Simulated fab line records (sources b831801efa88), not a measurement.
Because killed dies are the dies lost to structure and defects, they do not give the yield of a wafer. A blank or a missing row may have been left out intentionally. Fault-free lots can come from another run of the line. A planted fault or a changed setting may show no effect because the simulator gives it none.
fab line records -- flow sky130
record: lots: 7, wafers: 21, last_day: 50
route steps=708 shown SONOS_ONO@168
lots that met no fault: from a run of the same line without faults
start_h: hours from the record's first day to the start of the lot's first wafer shown -- wait_h: time in hours since the lot's previous step -- " same as the row above -- L1.1+2: one row covering several wafers at once -- - no value, or no start given -- * or withheld: withheld -- < > ~ a bound
route shown NAME@n: NAME is a module with steps in the file, n the number in the route of the first one -- usual: average and standard deviation across the fault-free wafers -- same: alike in all rows -- chamber/n: place in a boat -- sites: readings site by site -- _std_site: how widely they spread, as a standard deviation -- _edge_site: inner sites' mean taken away from outer sites' mean -- radius_mm: for every site, how far away it sits from the centre of the wafer -- mask NAME#n: copy n -- behind: the most recent tool/chamber to have shaped the wafer -- hold: why the lot was held/for how many hours/how that ended -- device: the transistor (n, p or np) that didn't switch -- end of line: tests run on the same wafers once the route is complete -- a step with no rows: only its recipe -- killed: count of dies lost to structure and defects at first sort (not the wafer's yield) -- map: shows each die of a wafer: x if killed, . if not, _ if none is there
set.NAME: the run value of the setting; set.NAME@STEP: its run value at that earlier step -- model.NAME: the simulator's own value behind a step, which no gauge read
lots at selected steps of the route; one table per step, one row per wafer
== steps ==
step: SKY_SONOS_ONO_OXIDATION_00
recipe: temp_c: 800, ambient: O2, idle_temp_c: 700, ramp_up_c_per_min: 10, ramp_down_c_per_min: 3, stabilise_s: 600, purge_s: 300, target_thk_a: 26, ox_time_s: 1249
step: SKY_SONOS_ONO_THK_MEAS_01
recipe: reads: SiO2_of_SONOS_ONO_OXIDATION_00
usual: SONOS_ONO_OXIDATION_THK: 2.61/0.061
lot.wafer,tool,chamber,start_h,wait_h,SONOS_ONO_OXIDATION_THK[nm]
L275.3,film_metro-01,-,311.76,0.0,2.49
L275.5,film_metro-01,-,311.76,0.0,2.59
L275.6,film_metro-01,-,311.76,0.0,2.64
L276.1,film_metro-04,-,318.38,0.0,2.52
L276.2,film_metro-04,-,318.38,0.0,2.60
L276.4,film_metro-04,-,318.38,0.0,2.50
L277.4,film_metro-02,-,335.21,0.0,2.65
L277.5,film_metro-02,-,335.21,0.0,2.59
L277.6,film_metro-02,-,335.21,0.0,2.65
L278.1,film_metro-04,-,337.39,0.0,2.54
L278.3,film_metro-04,-,337.39,0.0,2.57
L278.4,film_metro-04,-,337.39,0.0,2.60
L279.2,film_metro-04,-,339.16,0.0,2.58
L279.4,film_metro-04,-,339.16,0.0,2.56
L279.6,film_metro-04,-,339.16,0.0,2.58
L287.2,film_metro-01,-,419.17,0.0,2.63
L287.5,film_metro-01,-,419.17,0.0,2.62
L287.6,film_metro-01,-,419.17,0.0,2.62
L288.2,film_metro-01,-,420.52,0.0,2.56
L288.4,film_metro-01,-,420.52,0.0,2.57
L288.6,film_metro-01,-,420.52,0.0,2.63
step: SKY_SONOS_ONO_CVD_02
recipe: material: Si3N4, precursor: DCS/NH3, target_thk_nm: 10.5, temp_c: 770, time_s: 180, pressure_mtorr: 250
step: SKY_SONOS_ONO_THK_MEAS_03
recipe: reads: Si3N4_of_SONOS_ONO_CVD_02
usual: SONOS_ONO_CVD_02_THK: 10.53/0.13
lot.wafer,tool,chamber,start_h,wait_h,SONOS_ONO_CVD_02_THK[nm]
L275.3,film_metro-01,-,313.96,0.0,10.28
L275.5,film_metro-01,-,313.96,0.0,10.32
L275.6,film_metro-01,-,313.96,0.0,10.39
L276.1,film_metro-01,-,322.91,0.0,10.41
L276.2,film_metro-01,-,322.91,0.0,10.36
L276.4,film_metro-01,-,322.91,0.0,10.39
L277.4,film_metro-01,-,338.09,0.0,10.63
L277.5,film_metro-01,-,338.09,0.0,10.74
L277.6,film_metro-01,-,338.09,0.0,10.64
L278.1,film_metro-04,-,340.89,0.0,10.52
L278.3,film_metro-04,-,340.89,0.0,10.38
L278.4,film_metro-04,-,340.89,0.0,10.47
L279.2,film_metro-02,-,340.90,0.0,10.44
L279.4,film_metro-02,-,340.90,0.0,10.53
L279.6,film_metro-02,-,340.90,0.0,10.44
L287.2,film_metro-04,-,421.28,0.0,10.48
L287.5,film_metro-04,-,421.28,0.0,10.59
L287.6,film_metro-04,-,421.28,0.0,10.51
L288.2,film_metro-04,-,422.33,0.0,10.52
L288.4,film_metro-04,-,422.33,0.0,10.64
L288.6,film_metro-04,-,422.33,0.0,10.54
step: SKY_SONOS_ONO_CVD_04
recipe: material: SiO2, precursor: SiH4/N2O, target_thk_nm: 5.7199, temp_c: 900, pressure_mtorr: 400
step: SKY_SONOS_ONO_THK_MEAS_05
recipe: reads: SiO2_of_SONOS_ONO_CVD_04
usual: SONOS_ONO_CVD_04_THK: 5.70/0.12
lot.wafer,tool,chamber,start_h,wait_h,SONOS_ONO_CVD_04_THK[nm]
L275.3,film_metro-02,-,315.27,0.0,5.84
L275.5,film_metro-02,-,315.27,0.0,5.84
L275.6,film_metro-02,-,315.27,0.0,5.89
L276.1,film_metro-04,-,324.22,0.0,5.82
L276.2,film_metro-04,-,324.22,0.0,5.79
L276.4,film_metro-04,-,324.22,0.0,5.79
L277.4,film_metro-01,-,340.02,0.0,5.58
L277.5,film_metro-01,-,340.02,0.0,5.64
L277.6,film_metro-01,-,340.02,0.0,5.68
L278.1,film_metro-04,-,342.83,0.0,5.70
L278.3,film_metro-04,-,342.83,0.0,5.62
L278.4,film_metro-04,-,342.83,0.0,5.73
L279.2,film_metro-01,-,342.84,0.0,5.55
L279.4,film_metro-01,-,342.84,0.0,5.63
L279.6,film_metro-01,-,342.84,0.0,5.68
L287.2,film_metro-01,-,422.59,0.0,5.48
L287.5,film_metro-01,-,422.59,0.0,5.60
L287.6,film_metro-01,-,422.59,0.0,5.59
L288.2,film_metro-04,-,423.84,0.0,5.73
L288.4,film_metro-04,-,423.84,0.0,5.71
L288.6,film_metro-04,-,423.84,0.0,5.85
step: SKY_SONOS_ONO_DEHYDRATE_06
recipe: temp_c: 200, time_s: 60
step: SKY_SONOS_ONO_HMDS_07
recipe: prime_time_s: 60, prime_temp_c: 120
step: SKY_SONOS_ONO_COAT_08
recipe: resist: NOVOLAK, spin_rpm: 3000, resist_thk_nm: 1140
step: SKY_SONOS_ONO_SOFTBAKE_09
recipe: temp_c: 90, time_s: 60.81, resist: NOVOLAK
usual: plate_sensor_t_centre_C: 90.756/0.01, plate_sensor_t_edge_C: 90.828/0.01
lot.wafer,tool,chamber,start_h,wait_h,plate_sensor_t_centre_C,plate_sensor_t_edge_C
L275.3,litho_track-03,0,328.50,0.1,90.781,90.838
L275.5,litho_track-03,0,328.50,0.1,90.751,90.832
L275.6,litho_track-03,0,328.50,0.1,90.752,90.830
L276.1,litho_track-03,0,337.35,0.1,90.744,90.823
L276.2,litho_track-03,0,337.35,0.1,90.772,90.820
L276.4,litho_track-03,0,337.35,0.1,90.750,90.826
L277.4,litho_track-01,0,353.01,0.1,90.758,90.818
L277.5,litho_track-01,0,353.01,0.1,90.763,90.817
L277.6,litho_track-01,0,353.01,0.1,90.762,90.828
L278.1,litho_track-03,0,356.00,0.1,90.759,90.829
L278.3,litho_track-03,0,356.00,0.1,90.771,90.824
L278.4,litho_track-03,0,356.00,0.1,90.761,90.810
L279.2,litho_track-01,0,356.11,0.1,90.754,90.826
L279.4,litho_track-01,0,356.11,0.1,90.754,90.832
L279.6,litho_track-01,0,356.11,0.1,90.759,90.827
L287.2,litho_track-02,0,438.66,0.1,90.755,90.837
L287.5,litho_track-02,0,438.66,0.1,90.741,90.827
L287.6,litho_track-02,0,438.66,0.1,90.755,90.825
L288.2,litho_track-01,0,439.81,0.1,90.756,90.829
L288.4,litho_track-01,0,439.81,0.1,90.753,90.854
L288.6,litho_track-01,0,439.81,0.1,90.762,90.832
step: SKY_SONOS_ONO_EXPOSE_10
recipe: mask_id: ONOM, target_cd_nm: 410, na: 0.6, source_shape: conventional, sigma_outer: 0.6, dose_mj: 150
step: SKY_SONOS_ONO_PEB_11
recipe: temp_c: withheld, time_s: *, resist: NOVOLAK
step: SKY_SONOS_ONO_DEVELOP_12
recipe: develop_time_s: 60, dev_temp_c: 23
usual: chill_plate_temp_C: 23.00/0.1, develop_time_s: 60/0
lot.wafer,tool,chamber,start_h,wait_h,chill_plate_temp_C,develop_time_s
L275.3,litho_track-03,0,341.80,0.1,23.08,60
L275.5,litho_track-03,0,341.80,0.1,22.97,60
L275.6,litho_track-03,0,341.80,0.1,22.86,60
L276.1,litho_track-02,0,350.29,0.1,22.97,60
L276.2,litho_track-02,0,350.29,0.1,23.03,60
L276.4,litho_track-02,0,350.29,0.1,23.06,60
L277.4,litho_track-03,-,367.37,0.1,-,-
L277.5,litho_track-03,-,367.37,0.1,-,-
L277.6,litho_track-03,-,367.37,0.1,-,-
L278.1,litho_track-01,-,369.98,0.1,-,-
L278.3,litho_track-01,-,369.98,0.1,-,-
L278.4,litho_track-01,-,369.98,0.1,-,-
L279.2,litho_track-02,-,370.26,0.1,-,-
L279.4,litho_track-02,-,370.26,0.1,-,-
L279.6,litho_track-02,-,370.26,0.1,-,-
L287.2,litho_track-03,0,454.12,0.1,23.04,60
L287.5,litho_track-03,0,454.12,0.1,22.96,60
L287.6,litho_track-03,0,454.12,0.1,22.98,60
L288.2,litho_track-02,0,455.41,0.1,23.05,60
L288.4,litho_track-02,0,455.41,0.1,22.96,60
L288.6,litho_track-02,0,455.41,0.1,23.15,60
step: SKY_SONOS_ONO_CD_MEAS_13
recipe: target_cd_nm: 410
usual: cd_nm: 410.4/2.1
lot.wafer,tool,chamber,start_h,wait_h,cd_nm
L275.3,cd_sem-02,-,341.94,0.1,410.0
L275.5,cd_sem-02,-,341.94,0.1,411.8
L275.6,cd_sem-02,-,341.94,0.1,411.5
L276.1,cd_sem-02,-,350.44,0.1,412.1
L276.2,cd_sem-02,-,350.44,0.1,413.0
L276.4,cd_sem-02,-,350.44,0.1,412.2
L277.4,cd_sem-02,-,367.52,0.1,-
L277.5,cd_sem-02,-,367.52,0.1,-
L277.6,cd_sem-02,-,367.52,0.1,-
L278.1,cd_sem-02,-,370.13,0.1,-
L278.3,cd_sem-02,-,370.13,0.1,-
L278.4,cd_sem-02,-,370.13,0.1,-
L279.2,cd_sem-01,-,370.41,0.1,-
L279.4,cd_sem-01,-,370.41,0.1,-
L279.6,cd_sem-01,-,370.41,0.1,-
L287.2,cd_sem-01,-,454.27,0.1,407.0
L287.5,cd_sem-01,-,454.27,0.1,406.0
L287.6,cd_sem-01,-,454.27,0.1,407.3
L288.2,cd_sem-01,-,455.56,0.1,408.0
L288.4,cd_sem-01,-,455.56,0.1,410.0
L288.6,cd_sem-01,-,455.56,0.1,407.8
== key ==
first_sign: step: SKY_SONOS_ONO_DEVELOP_12, reading: tool_record, direction: missing
effect none on later readings
met_at SKY_SONOS_ONO_DEVELOP_12
struck_wafers L277.4,L277.5,L277.6,L278.1,L278.3,L278.4,L279.2,L279.4,L279.6
later_rows_left_out L277.4,L277.5,L277.6,L278.1,L278.3,L278.4,L279.2,L279.4,L279.6
sort_left_out L277.4,L277.5,L277.6,L278.1,L278.3,L278.4,L279.2,L279.4,L279.6
tester_left_out L277,L278,L279
onset_between 350.29 367.37
fault: kind: skipped_step_whole, tool: litho_track-01,litho_track-02,litho_track-03, chamber: -, onset_h: 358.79, steps: SKY_SONOS_ONO_DEVELOP_12, scope: struck_lots_only
tester_left_out: of these lots the tester's yield and bins aren't shown, on N5 and GAA mostly nor the transistor test; their killed dies are dies lost to structure and defects alone, not to doping, threshold or leakage, so they don't give the yield
sort_left_out: the simulated sort isn't trusted on such a fault, so these wafers' sort isn't shown, and their yield isn't known
later_rows_left_out: the simulator's readings of these wafers behind a module that went badly wrong aren't trusted and aren't shown, but for the sort
